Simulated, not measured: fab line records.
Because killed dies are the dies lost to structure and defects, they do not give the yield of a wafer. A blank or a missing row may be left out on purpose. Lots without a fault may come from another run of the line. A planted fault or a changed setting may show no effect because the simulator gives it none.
fab line records ; flow gf180mcu
record: lots: 24; wafers: 72; last_day: 34
route steps=602 shown M2@364 V3@454 M4@471 V4@490 M5@534 V5@541
lots that met no fault: from a run of the same line without faults
start_h: start of the lot's first displayed wafer, in hours after the record's first day ; wait_h: how many hours have passed since the lot's step before this one ; " identical to the entry in the row above ; L1.1+2: a row that stands for several wafers ; - no value present, or no start provided ; * or withheld: withheld ; < > ~ a bound
route shown NAME@n: names a module that has steps shown in the file, with the first one's number in the route ; usual: mean/standard deviation taken from wafers without a fault ; same: alike in all rows ; chamber/n: place in a boat ; sites: the reading at each site ; _std_site: their standard deviation ; _edge_site: mean of outer sites minus mean of inner sites ; radius_mm: for every site, how far away it sits from the centre of the wafer ; mask NAME#n: copy n ; behind: the tool/chamber that last shaped the wafer ; hold: cause of the lot's hold/its duration in hours/its outcome ; device: whichever transistor did not switch (one of n, p or np) ; end of line: the tests these same wafers got at the end of their route ; where a step has no rows: the recipe by itself ; killed: dies that structure and defects cost at the first sort, which is not the same as the wafer's yield ; map: a wafer's dies, x killed, . not, _ none there
set.NAME: the setting the step ran with; set.NAME@STEP: the setting that earlier step ran with ; model.NAME: the simulator's own value behind a step, which no gauge read
one table for each step of the route and one row for each wafer, over a sample of lots
services: from which hour (start_h, from the record's first day; less than 0 if before it) a tool's chamber was out of use, for how many hours, and why
== steps ==
step: GF_M2_SPUTTER_02
recipe: material: AlCu; target_thk_nm: 450; power_w: 10600; time_s: 23.9; chamber_pressure_pa: 0.4
usual: throttle_valve_pct: 30.1/0.81
lot.wafer;tool;chamber;start_h;wait_h;throttle_valve_pct
L074.4;pvd_sputter-01;-;402.72;0.0;30.3
L074.5;pvd_sputter-01;-;402.72;0.0;30.3
L074.6;pvd_sputter-01;-;402.72;0.0;30.2
L075.1;pvd_sputter-03;-;436.82;0.0;29.7
L075.3;pvd_sputter-03;-;436.82;0.0;30.3
L075.5;pvd_sputter-03;-;436.82;0.0;28.3
L076.1;pvd_sputter-03;-;444.23;0.0;28.5
L076.2;pvd_sputter-03;-;444.23;0.0;30.2
L076.4;pvd_sputter-03;-;444.23;0.0;30.5
L077.2;pvd_sputter-03;-;447.80;0.0;29.8
L077.3;pvd_sputter-03;-;447.80;0.0;30.5
L077.5;pvd_sputter-03;-;447.80;0.0;30.1
L078.1;pvd_sputter-01;-;454.34;0.0;30.2
L078.3;pvd_sputter-01;-;454.34;0.0;30.4
L078.6;pvd_sputter-01;-;454.34;0.0;30.2
L079.1;pvd_sputter-02;-;462.24;0.0;28.4
L079.4;pvd_sputter-02;-;462.24;0.0;30.6
L079.6;pvd_sputter-02;-;462.24;0.0;30.2
L080.1;pvd_sputter-02;-;469.20;0.0;30.1
L080.3;pvd_sputter-02;-;469.20;0.0;30.5
L080.6;pvd_sputter-02;-;469.20;0.0;30.4
L081.3;pvd_sputter-02;-;482.01;0.0;30.5
L081.4;pvd_sputter-02;-;482.01;0.0;30.3
L081.5;pvd_sputter-02;-;482.01;0.0;31.4
L083.1;pvd_sputter-01;-;500.70;0.0;30.1
L083.4;pvd_sputter-01;-;500.70;0.0;30.2
L083.6;pvd_sputter-01;-;500.70;0.0;30.2
L082.2;pvd_sputter-03;-;502.63;0.0;28.4
L082.3;pvd_sputter-03;-;502.63;0.0;30.4
L082.5;pvd_sputter-03;-;502.63;0.0;30.8
L084.4;pvd_sputter-01;-;504.98;0.0;30.4
L084.5;pvd_sputter-01;-;504.98;0.0;30.0
L084.6;pvd_sputter-01;-;504.98;0.0;30.5
L085.1;pvd_sputter-01;-;515.43;0.0;30.4
L085.3;pvd_sputter-01;-;515.43;0.0;30.5
L085.6;pvd_sputter-01;-;515.43;0.0;30.5
L086.1;pvd_sputter-03;-;518.75;0.0;29.8
L086.2;pvd_sputter-03;-;518.75;0.0;30.4
L086.6;pvd_sputter-03;-;518.75;0.0;30.6
L087.1;pvd_sputter-02;-;536.62;0.0;31.4
L087.5;pvd_sputter-02;-;536.62;0.0;31.6
L087.6;pvd_sputter-02;-;536.62;0.0;30.6
L088.1;pvd_sputter-03;-;542.20;0.0;28.5
L088.2;pvd_sputter-03;-;542.20;0.0;30.6
L088.5;pvd_sputter-03;-;542.20;0.0;30.5
L089.3;pvd_sputter-02;-;549.48;0.0;30.4
L089.4;pvd_sputter-02;-;549.48;0.0;30.5
L089.6;pvd_sputter-02;-;549.48;0.0;30.4
L090.1;pvd_sputter-01;-;552.28;0.0;30.4
L090.5;pvd_sputter-01;-;552.28;0.0;30.0
L090.6;pvd_sputter-01;-;552.28;0.0;30.3
L091.1;pvd_sputter-01;-;566.73;0.0;30.2
L091.5;pvd_sputter-01;-;566.73;0.0;30.1
L091.6;pvd_sputter-01;-;566.73;0.0;30.0
L092.2;pvd_sputter-03;-;581.10;0.0;30.6
L092.3;pvd_sputter-03;-;581.10;0.0;29.6
L092.5;pvd_sputter-03;-;581.10;0.0;30.6
L093.3;pvd_sputter-02;-;586.47;0.0;30.3
L093.5;pvd_sputter-02;-;586.47;0.0;30.4
L093.6;pvd_sputter-02;-;586.47;0.0;31.4
L094.3;pvd_sputter-03;-;591.22;0.0;29.8
L094.5;pvd_sputter-03;-;591.22;0.0;29.9
L094.6;pvd_sputter-03;-;591.22;0.0;28.4
L095.1;pvd_sputter-02;-;596.19;0.0;30.6
L095.5;pvd_sputter-02;-;596.19;0.0;30.2
L095.6;pvd_sputter-02;-;596.19;0.0;28.5
L096.1;pvd_sputter-01;-;599.21;0.0;30.1
L096.4;pvd_sputter-01;-;599.21;0.0;29.8
L096.6;pvd_sputter-01;-;599.21;0.0;30.5
L097.2;pvd_sputter-02;-;603.35;0.0;31.5
L097.3;pvd_sputter-02;-;603.35;0.0;30.3
L097.6;pvd_sputter-02;-;603.35;0.0;30.2
step: GF_V3_THK_MEAS_25
recipe: thk_meas_gauge: xrf; reads: W_of_V3_CVD_23
usual: V3_W_THK: 334/5.3
lot.wafer;tool;chamber;start_h;wait_h;V3_W_THK[nm]
L074.4;film_metro-03;-;505.24;0.1;340
L074.5;film_metro-03;-;505.24;0.1;342
L074.6;film_metro-03;-;505.24;0.1;344
L075.1;film_metro-04;-;537.25;0.1;334
L075.3;film_metro-04;-;537.25;0.1;332
L075.5;film_metro-04;-;537.25;0.1;334
L076.1;film_metro-04;-;544.55;0.1;332
L076.2;film_metro-04;-;544.55;0.1;323
L076.4;film_metro-04;-;544.55;0.1;326
L077.2;film_metro-04;-;548.01;0.1;328
L077.3;film_metro-04;-;548.01;0.1;329
L077.5;film_metro-04;-;548.01;0.1;327
L078.1;film_metro-02;-;554.46;0.1;336
L078.3;film_metro-02;-;554.46;0.1;338
L078.6;film_metro-02;-;554.46;0.1;329
L079.1;film_metro-04;-;560.00;0.1;331
L079.4;film_metro-04;-;560.00;0.1;331
L079.6;film_metro-04;-;560.00;0.1;330
L080.1;film_metro-02;-;567.31;0.1;337
L080.3;film_metro-02;-;567.31;0.1;340
L080.6;film_metro-02;-;567.31;0.1;341
L081.3;film_metro-02;-;579.24;0.1;333
L081.4;film_metro-02;-;579.24;0.1;334
L081.5;film_metro-02;-;579.24;0.1;331
L083.1;film_metro-04;-;596.68;0.1;335
L083.4;film_metro-04;-;596.68;0.1;334
L083.6;film_metro-04;-;596.68;0.1;338
L082.2;film_metro-04;-;598.10;0.1;323
L082.3;film_metro-04;-;598.10;0.1;327
L082.5;film_metro-04;-;598.10;0.1;333
L084.4;film_metro-03;-;600.02;0.1;345
L084.5;film_metro-03;-;600.02;0.1;348
L084.6;film_metro-03;-;600.02;0.1;342
L085.1;film_metro-03;-;609.21;0.1;338
L085.3;film_metro-03;-;609.21;0.1;332
L085.6;film_metro-03;-;609.21;0.1;334
L086.1;film_metro-02;-;611.00;0.1;340
L086.2;film_metro-02;-;611.00;0.1;334
L086.6;film_metro-02;-;611.00;0.1;339
L087.1;film_metro-04;-;626.74;0.1;326
L087.5;film_metro-04;-;626.74;0.1;332
L087.6;film_metro-04;-;626.74;0.1;323
L088.1;film_metro-03;-;632.47;0.1;330
L088.2;film_metro-03;-;632.47;0.1;338
L088.5;film_metro-03;-;632.47;0.1;332
L089.3;film_metro-02;-;641.17;0.1;334
L089.4;film_metro-02;-;641.17;0.1;336
L089.6;film_metro-02;-;641.17;0.1;331
L090.1;film_metro-04;-;641.28;0.1;330
L090.5;film_metro-04;-;641.28;0.1;332
L090.6;film_metro-04;-;641.28;0.1;334
L091.1;film_metro-03;-;654.82;0.1;335
L091.5;film_metro-03;-;654.82;0.1;330
L091.6;film_metro-03;-;654.82;0.1;331
L092.2;film_metro-02;-;668.22;0.1;341
L092.3;film_metro-02;-;668.22;0.1;342
L092.5;film_metro-02;-;668.22;0.1;343
L093.3;film_metro-02;-;671.81;0.1;340
L093.5;film_metro-02;-;671.81;0.1;338
L093.6;film_metro-02;-;671.81;0.1;345
L094.3;film_metro-04;-;676.76;0.1;332
L094.5;film_metro-04;-;676.76;0.1;333
L094.6;film_metro-04;-;676.76;0.1;333
L095.1;film_metro-04;-;681.51;0.1;335
L095.5;film_metro-04;-;681.51;0.1;331
L095.6;film_metro-04;-;681.51;0.1;329
L096.1;film_metro-02;-;683.72;0.1;340
L096.4;film_metro-02;-;683.72;0.1;338
L096.6;film_metro-02;-;683.72;0.1;332
L097.2;film_metro-02;-;687.61;0.1;329
L097.3;film_metro-02;-;687.61;0.1;332
L097.6;film_metro-02;-;687.61;0.1;330
step: GF_M4_OVL_MEAS_15
usual: M4_OVL: 1/5.5
lot.wafer;tool;chamber;start_h;wait_h;M4_OVL[nm]
L074.4;overlay-02;-;528.71;0.1;-6
L074.5;overlay-02;-;528.71;0.1;-1
L074.6;overlay-02;-;528.71;0.1;1
L075.1;overlay-02;-;560.14;0.1;4
L075.3;overlay-02;-;560.14;0.1;5
L075.5;overlay-02;-;560.14;0.1;-2
L076.1;overlay-02;-;567.14;0.1;8
L076.2;overlay-02;-;567.14;0.1;-1
L076.4;overlay-02;-;567.14;0.1;5
L077.2;overlay-02;-;570.66;0.1;-4
L077.3;overlay-02;-;570.66;0.1;3
L077.5;overlay-02;-;570.66;0.1;2
L078.1;overlay-02;-;576.78;0.1;-8
L078.3;overlay-02;-;576.78;0.1;1
L078.6;overlay-02;-;576.78;0.1;-5
L079.1;overlay-02;-;582.31;0.1;14
L079.4;overlay-02;-;582.31;0.1;6
L079.6;overlay-02;-;582.31;0.1;9
L080.1;overlay-02;-;589.31;0.1;12
L080.3;overlay-02;-;589.31;0.1;10
L080.6;overlay-02;-;589.31;0.1;13
L081.3;overlay-02;-;601.54;0.1;1
L081.4;overlay-02;-;601.54;0.1;1
L081.5;overlay-02;-;601.54;0.1;-3
L083.1;overlay-02;-;617.81;0.1;11
L083.4;overlay-02;-;617.81;0.1;9
L083.6;overlay-02;-;617.81;0.1;12
L082.2;overlay-02;-;619.13;0.1;3
L082.3;overlay-02;-;619.13;0.1;1
L082.5;overlay-02;-;619.13;0.1;-1
L084.4;overlay-02;-;621.15;0.1;5
L084.5;overlay-02;-;621.15;0.1;6
L084.6;overlay-02;-;621.15;0.1;2
L085.1;overlay-02;-;630.29;0.1;-4
L085.3;overlay-02;-;630.29;0.1;0
L085.6;overlay-02;-;630.29;0.1;6
L086.1;overlay-02;-;631.83;0.1;-4
L086.2;overlay-02;-;631.83;0.1;-5
L086.6;overlay-02;-;631.83;0.1;-5
L087.1;overlay-02;-;646.99;0.1;-6
L087.5;overlay-02;-;646.99;0.1;0
L087.6;overlay-02;-;646.99;0.1;2
L088.1;overlay-02;-;652.74;0.1;1
L088.2;overlay-02;-;652.74;0.1;8
L088.5;overlay-02;-;652.74;0.1;-1
L089.3;overlay-02;-;660.77;0.1;-1
L089.4;overlay-02;-;660.77;0.1;-1
L089.6;overlay-02;-;660.77;0.1;-4
L090.1;overlay-01;-;661.38;0.1;4
L090.5;overlay-01;-;661.38;0.1;4
L090.6;overlay-01;-;661.38;0.1;-2
L091.1;overlay-01;-;674.43;0.1;0
L091.5;overlay-01;-;674.43;0.1;1
L091.6;overlay-01;-;674.43;0.1;-4
L092.2;overlay-02;-;687.56;0.1;4
L092.3;overlay-02;-;687.56;0.1;-2
L092.5;overlay-02;-;687.56;0.1;-5
L093.3;overlay-02;-;691.22;0.1;15
L093.5;overlay-02;-;691.22;0.1;14
L093.6;overlay-02;-;691.22;0.1;10
L094.3;overlay-02;-;696.39;0.1;-6
L094.5;overlay-02;-;696.39;0.1;4
L094.6;overlay-02;-;696.39;0.1;6
L095.1;overlay-01;-;701.21;0.1;-7
L095.5;overlay-01;-;701.21;0.1;-11
L095.6;overlay-01;-;701.21;0.1;-11
L096.1;overlay-02;-;703.19;0.1;-7
L096.4;overlay-02;-;703.19;0.1;-5
L096.6;overlay-02;-;703.19;0.1;3
L097.2;overlay-02;-;707.01;0.1;-3
L097.3;overlay-02;-;707.01;0.1;-3
L097.6;overlay-02;-;707.01;0.1;2
step: GF_V4_CD_MEAS_14
recipe: target_cd_nm: 260
usual: cd_nm: 260.2/1.2
lot.wafer;tool;chamber;start_h;wait_h;cd_nm
L074.4;cd_sem-02;-;552.93;0.1;260.4
L074.5;cd_sem-02;-;552.93;0.1;260.9
L074.6;cd_sem-02;-;552.93;0.1;260.9
L075.1;cd_sem-01;-;583.32;0.1;258.7
L075.3;cd_sem-01;-;583.32;0.1;258.6
L075.5;cd_sem-01;-;583.32;0.1;258.7
L076.1;cd_sem-01;-;590.59;0.1;262.3
L076.2;cd_sem-01;-;590.59;0.1;261.0
L076.4;cd_sem-01;-;590.59;0.1;263.4
L077.2;cd_sem-01;-;593.74;0.1;259.4
L077.3;cd_sem-01;-;593.74;0.1;259.0
L077.5;cd_sem-01;-;593.74;0.1;259.8
L078.1;cd_sem-02;-;600.42;0.1;260.8
L078.3;cd_sem-02;-;600.42;0.1;260.9
L078.6;cd_sem-02;-;600.42;0.1;261.7
L079.1;cd_sem-01;-;604.59;0.1;261.7
L079.4;cd_sem-01;-;604.59;0.1;260.5
L079.6;cd_sem-01;-;604.59;0.1;258.9
L080.1;cd_sem-02;-;611.51;0.1;260.9
L080.3;cd_sem-02;-;611.51;0.1;260.2
L080.6;cd_sem-02;-;611.51;0.1;261.2
L081.3;cd_sem-02;-;623.53;0.1;261.3
L081.4;cd_sem-02;-;623.53;0.1;260.5
L081.5;cd_sem-02;-;623.53;0.1;262.2
L083.1;cd_sem-01;-;639.16;0.1;260.4
L083.4;cd_sem-01;-;639.16;0.1;259.9
L083.6;cd_sem-01;-;639.16;0.1;260.8
L082.2;cd_sem-02;-;640.24;0.1;259.3
L082.3;cd_sem-02;-;640.24;0.1;259.0
L082.5;cd_sem-02;-;640.24;0.1;259.9
L084.4;cd_sem-02;-;642.52;0.1;261.4
L084.5;cd_sem-02;-;642.52;0.1;261.8
L084.6;cd_sem-02;-;642.52;0.1;262.8
L085.1;cd_sem-01;-;651.84;0.1;261.4
L085.3;cd_sem-01;-;651.84;0.1;260.6
L085.6;cd_sem-01;-;651.84;0.1;260.3
L086.1;cd_sem-02;-;652.97;0.1;259.9
L086.2;cd_sem-02;-;652.97;0.1;258.3
L086.6;cd_sem-02;-;652.97;0.1;259.5
L087.1;cd_sem-02;-;667.81;0.1;260.8
L087.5;cd_sem-02;-;667.81;0.1;260.4
L087.6;cd_sem-02;-;667.81;0.1;260.0
L088.1;cd_sem-01;-;673.57;0.1;258.6
L088.2;cd_sem-01;-;673.57;0.1;259.6
L088.5;cd_sem-01;-;673.57;0.1;260.6
L089.3;cd_sem-01;-;680.75;0.2;259.9
L089.4;cd_sem-01;-;680.75;0.2;260.3
L089.6;cd_sem-01;-;680.75;0.2;261.8
L090.1;cd_sem-02;-;681.56;0.1;261.0
L090.5;cd_sem-02;-;681.56;0.1;260.9
L090.6;cd_sem-02;-;681.56;0.1;260.5
L091.1;cd_sem-02;-;694.69;0.1;260.0
L091.5;cd_sem-02;-;694.69;0.1;259.6
L091.6;cd_sem-02;-;694.69;0.1;259.8
L092.2;cd_sem-02;-;707.79;0.1;260.7
L092.3;cd_sem-02;-;707.79;0.1;259.3
L092.5;cd_sem-02;-;707.79;0.1;260.5
L093.3;cd_sem-02;-;711.28;0.1;260.6
L093.5;cd_sem-02;-;711.28;0.1;259.3
L093.6;cd_sem-02;-;711.28;0.1;259.9
L094.3;cd_sem-01;-;715.73;0.1;257.0
L094.5;cd_sem-01;-;715.73;0.1;258.3
L094.6;cd_sem-01;-;715.73;0.1;256.9
L095.1;cd_sem-01;-;720.76;0.1;260.7
L095.5;cd_sem-01;-;720.76;0.1;259.5
L095.6;cd_sem-01;-;720.76;0.1;261.0
L096.1;cd_sem-02;-;722.44;0.1;258.3
L096.4;cd_sem-02;-;722.44;0.1;259.2
L096.6;cd_sem-02;-;722.44;0.1;258.3
L097.2;cd_sem-02;-;726.21;0.1;260.3
L097.3;cd_sem-02;-;726.21;0.1;259.3
L097.6;cd_sem-02;-;726.21;0.1;258.3
step: GF_M5_OVL_MEAS_08
usual: M5_OVL: 0/5.5
lot.wafer;tool;chamber;start_h;wait_h;M5_OVL[nm]
L074.4;overlay-02;-;598.80;0.1;-2
L074.5;overlay-02;-;598.80;0.1;5
L074.6;overlay-02;-;598.80;0.1;-1
L075.1;overlay-02;-;626.88;0.1;4
L075.3;overlay-02;-;626.88;0.1;5
L075.5;overlay-02;-;626.88;0.1;5
L076.1;overlay-02;-;634.11;0.1;2
L076.2;overlay-02;-;634.11;0.1;9
L076.4;overlay-02;-;634.11;0.1;9
L077.2;overlay-02;-;636.82;0.1;6
L077.3;overlay-02;-;636.82;0.1;5
L077.5;overlay-02;-;636.82;0.1;0
L078.1;overlay-01;-;643.51;0.1;12
L078.3;overlay-01;-;643.51;0.1;15
L078.6;overlay-01;-;643.51;0.1;8
L079.1;overlay-01;-;648.41;0.1;-7
L079.4;overlay-01;-;648.41;0.1;-10
L079.6;overlay-01;-;648.41;0.1;-11
L080.1;overlay-02;-;654.11;0.1;-1
L080.3;overlay-02;-;654.11;0.1;2
L080.6;overlay-02;-;654.11;0.1;3
L081.3;overlay-02;-;665.73;0.1;5
L081.4;overlay-02;-;665.73;0.1;7
L081.5;overlay-02;-;665.73;0.1;6
L083.1;overlay-02;-;678.73;0.1;4
L083.4;overlay-02;-;678.73;0.1;-6
L083.6;overlay-02;-;678.73;0.1;-8
L082.2;overlay-02;-;681.06;0.1;-4
L082.3;overlay-02;-;681.06;0.1;-3
L082.5;overlay-02;-;681.06;0.1;-9
L084.4;overlay-02;-;683.53;0.1;3
L084.5;overlay-02;-;683.53;0.1;9
L084.6;overlay-02;-;683.53;0.1;1
L085.1;overlay-01;-;692.56;0.1;-4
L085.3;overlay-01;-;692.56;0.1;-6
L085.6;overlay-01;-;692.56;0.1;-9
L086.1;overlay-01;-;692.91;0.1;0
L086.2;overlay-01;-;692.91;0.1;6
L086.6;overlay-01;-;692.91;0.1;4
L087.1;overlay-02;-;707.96;0.1;-5
L087.5;overlay-02;-;707.96;0.1;4
L087.6;overlay-02;-;707.96;0.1;5
L088.1;overlay-01;-;712.46;0.1;-3
L088.2;overlay-01;-;712.46;0.1;-1
L088.5;overlay-01;-;712.46;0.1;-1
L089.3;overlay-01;-;721.03;0.1;-1
L089.4;overlay-01;-;721.03;0.1;-1
L089.6;overlay-01;-;721.03;0.1;-1
L090.1;overlay-01;-;721.23;0.1;-3
L090.5;overlay-01;-;721.23;0.1;-4
L090.6;overlay-01;-;721.23;0.1;-3
L091.1;overlay-02;-;733.41;0.1;5
L091.5;overlay-02;-;733.41;0.1;4
L091.6;overlay-02;-;733.41;0.1;9
L092.2;overlay-01;-;744.82;0.1;-6
L092.3;overlay-01;-;744.82;0.1;-1
L092.5;overlay-01;-;744.82;0.1;1
L093.3;overlay-01;-;747.98;0.1;0
L093.5;overlay-01;-;747.98;0.1;1
L093.6;overlay-01;-;747.98;0.1;-1
L094.3;overlay-02;-;751.74;0.1;-6
L094.5;overlay-02;-;751.74;0.1;-5
L094.6;overlay-02;-;751.74;0.1;9
L095.1;overlay-02;-;758.21;0.1;-4
L095.5;overlay-02;-;758.21;0.1;-1
L095.6;overlay-02;-;758.21;0.1;1
L096.1;overlay-01;-;758.93;0.1;-4
L096.4;overlay-01;-;758.93;0.1;1
L096.6;overlay-01;-;758.93;0.1;4
L097.2;overlay-01;-;761.62;0.1;-9
L097.3;overlay-01;-;761.62;0.1;-7
L097.6;overlay-01;-;761.62;0.1;-1
step: GF_V5_THK_MEAS_01
recipe: reads: SiO2_of_V5_CVD_00
usual: V5_CVD_00_THK: 299/3.1
lot.wafer;tool;chamber;start_h;wait_h;V5_CVD_00_THK[nm]
L074.4;film_metro-04;-;599.60;0.0;302
L074.5;film_metro-04;-;599.60;0.0;298
L074.6;film_metro-04;-;599.60;0.0;302
L075.1;film_metro-04;-;627.66;0.0;298
L075.3;film_metro-04;-;627.66;0.0;297
L075.5;film_metro-04;-;627.66;0.0;300
L076.1;film_metro-04;-;634.89;0.0;301
L076.2;film_metro-04;-;634.89;0.0;304
L076.4;film_metro-04;-;634.89;0.0;299
L077.2;film_metro-04;-;637.63;0.1;301
L077.3;film_metro-04;-;637.63;0.1;302
L077.5;film_metro-04;-;637.63;0.1;302
L078.1;film_metro-02;-;644.29;0.0;299
L078.3;film_metro-02;-;644.29;0.0;300
L078.6;film_metro-02;-;644.29;0.0;300
L079.1;film_metro-04;-;649.16;0.0;300
L079.4;film_metro-04;-;649.16;0.0;298
L079.6;film_metro-04;-;649.16;0.0;298
L080.1;film_metro-02;-;654.98;0.0;299
L080.3;film_metro-02;-;654.98;0.0;300
L080.6;film_metro-02;-;654.98;0.0;299
L081.3;film_metro-04;-;666.52;0.0;297
L081.4;film_metro-04;-;666.52;0.0;299
L081.5;film_metro-04;-;666.52;0.0;301
L083.1;film_metro-02;-;679.49;0.0;295
L083.4;film_metro-02;-;679.49;0.0;297
L083.6;film_metro-02;-;679.49;0.0;298
L082.2;film_metro-04;-;681.82;0.0;302
L082.3;film_metro-04;-;681.82;0.0;297
L082.5;film_metro-04;-;681.82;0.0;303
L084.4;film_metro-04;-;684.30;0.0;295
L084.5;film_metro-04;-;684.30;0.0;301
L084.6;film_metro-04;-;684.30;0.0;303
L085.1;film_metro-02;-;693.31;0.0;295
L085.3;film_metro-02;-;693.31;0.0;301
L085.6;film_metro-02;-;693.31;0.0;301
L086.1;film_metro-02;-;693.69;0.0;298
L086.2;film_metro-02;-;693.69;0.0;294
L086.6;film_metro-02;-;693.69;0.0;297
L087.1;film_metro-04;-;708.78;0.0;303
L087.5;film_metro-04;-;708.78;0.0;299
L087.6;film_metro-04;-;708.78;0.0;301
L088.1;film_metro-02;-;713.30;0.0;298
L088.2;film_metro-02;-;713.30;0.0;299
L088.5;film_metro-02;-;713.30;0.0;299
L089.3;film_metro-03;-;721.82;0.0;301
L089.4;film_metro-03;-;721.82;0.0;298
L089.6;film_metro-03;-;721.82;0.0;293
L090.1;film_metro-04;-;722.03;0.0;300
L090.5;film_metro-04;-;722.03;0.0;302
L090.6;film_metro-04;-;722.03;0.0;298
L091.1;film_metro-04;-;734.16;0.0;301
L091.5;film_metro-04;-;734.16;0.0;299
L091.6;film_metro-04;-;734.16;0.0;301
L092.2;film_metro-04;-;745.68;0.0;300
L092.3;film_metro-04;-;745.68;0.0;301
L092.5;film_metro-04;-;745.68;0.0;302
L093.3;film_metro-02;-;748.84;0.0;299
L093.5;film_metro-02;-;748.84;0.0;301
L093.6;film_metro-02;-;748.84;0.0;301
L094.3;film_metro-02;-;752.61;0.0;291
L094.5;film_metro-02;-;752.61;0.0;295
L094.6;film_metro-02;-;752.61;0.0;290
L095.1;film_metro-04;-;758.97;0.0;293
L095.5;film_metro-04;-;758.97;0.0;304
L095.6;film_metro-04;-;758.97;0.0;300
L096.1;film_metro-02;-;759.79;0.0;302
L096.4;film_metro-02;-;759.79;0.0;299
L096.6;film_metro-02;-;759.79;0.0;297
L097.2;film_metro-04;-;762.37;0.0;301
L097.3;film_metro-04;-;762.37;0.0;304
L097.6;film_metro-04;-;762.37;0.0;299
== services ==
tool;chamber;start_h;hours;kind
pvd_sputter-02;-;391.55;3.8;repair
pvd_sputter-01;-;396.55;3.5;repair
pvd_sputter-03;3;410.66;-;consumable_replace:kit
pvd_sputter-03;3;410.66;18.0;scheduled_down
pvd_sputter-03;3;410.66;18.0;vent_cycle
pvd_sputter-01;-;438.45;2.2;repair
pvd_sputter-03;-;454.40;2.2;repair
pvd_sputter-01;0;482.63;-;consumable_replace:kit
pvd_sputter-01;0;482.63;18.0;scheduled_down
pvd_sputter-01;0;482.63;18.0;vent_cycle
pvd_sputter-03;-;504.84;7.1;repair
pvd_sputter-03;-;533.03;2.6;repair
pvd_sputter-02;-;562.42;2.7;repair
== key ==
fault none
